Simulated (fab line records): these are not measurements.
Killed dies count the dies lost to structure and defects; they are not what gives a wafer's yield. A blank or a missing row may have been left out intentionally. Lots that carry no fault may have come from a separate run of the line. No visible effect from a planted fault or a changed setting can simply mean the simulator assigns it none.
The tool behind it: which one?    flow sky130    36 wafers from 12 lots sampled at 2 of the route's 708 steps

WHAT THE GAUGES READ, wafer by wafer
SKY_METAL1_CD_MEAS_15 targets a cd of 140 nm.
lot   measured      on         cd_nm (nm)
L075  day 33 07:28  cd_sem-02  140.7 139.2 139.0
L077  day 34 01:12  cd_sem-01  138.7 139.1 139.7
L079  day 34 14:57  cd_sem-01  140.1 139.0 141.0
L081  day 35 09:25  cd_sem-01  138.8 138.6 139.6
L083  day 35 17:06  cd_sem-01  139.5 140.3 139.2
L085  day 36 13:19  cd_sem-01  141.1 141.8 141.9
L087  day 37 08:42  cd_sem-02  140.7 142.1 139.9
L089  day 37 19:26  cd_sem-02  138.2 140.3 139.0
L091  day 38 08:28  cd_sem-01  139.4 142.3 140.5
L093  day 39 01:29  cd_sem-02  139.8 140.9 138.8
L095  day 39 09:56  cd_sem-01  138.8 139.2 139.1
L097  day 40 02:55  cd_sem-02  141.5 141.6 142.4

TOOL THAT RAN EACH LOT (tool first, then ch and the chambers of the sampled wafers, then the start)
lot   SKY_METAL1_SPUTTER_00
L075  pvd_sputter-04, day 32 03:48
L077  pvd_sputter-03, day 32 23:21
L079  pvd_sputter-01, day 33 12:14
L081  pvd_sputter-04, day 34 06:50
L083  pvd_sputter-03, day 34 14:12
L085  pvd_sputter-03, day 35 10:34
L087  pvd_sputter-03, day 36 06:22
L089  pvd_sputter-01, day 36 17:10
L091  pvd_sputter-03, day 37 06:03
L093  pvd_sputter-01, day 37 22:31
L095  pvd_sputter-03, day 38 09:05
L097  pvd_sputter-04, day 39 01:23
- SKY_METAL1_SPUTTER_00: material Ti, target thk 15 nm, time 10 s.

THE ANSWER, worked out from the rows above alone
Rule: the usual values come from the lots themselves. Put in order of their means at a reading, lots are off if they are a third of the lots or fewer, leave a main group of 4 or more, and stand apart from it by a gap of 3 or more times the standard deviation of the main group's means; of several such gaps the widest counts. A main group whose means are all the same, to the digits that the tables above print for the reading, isn't used. A lot without any number at a reading at which 4 lots or more have one is off too. The other lots that the step has rows for count as sound.
No lot is off at any reading shown: from this, nothing can be told.

WHAT THE SIMULATOR HAD INSERTED
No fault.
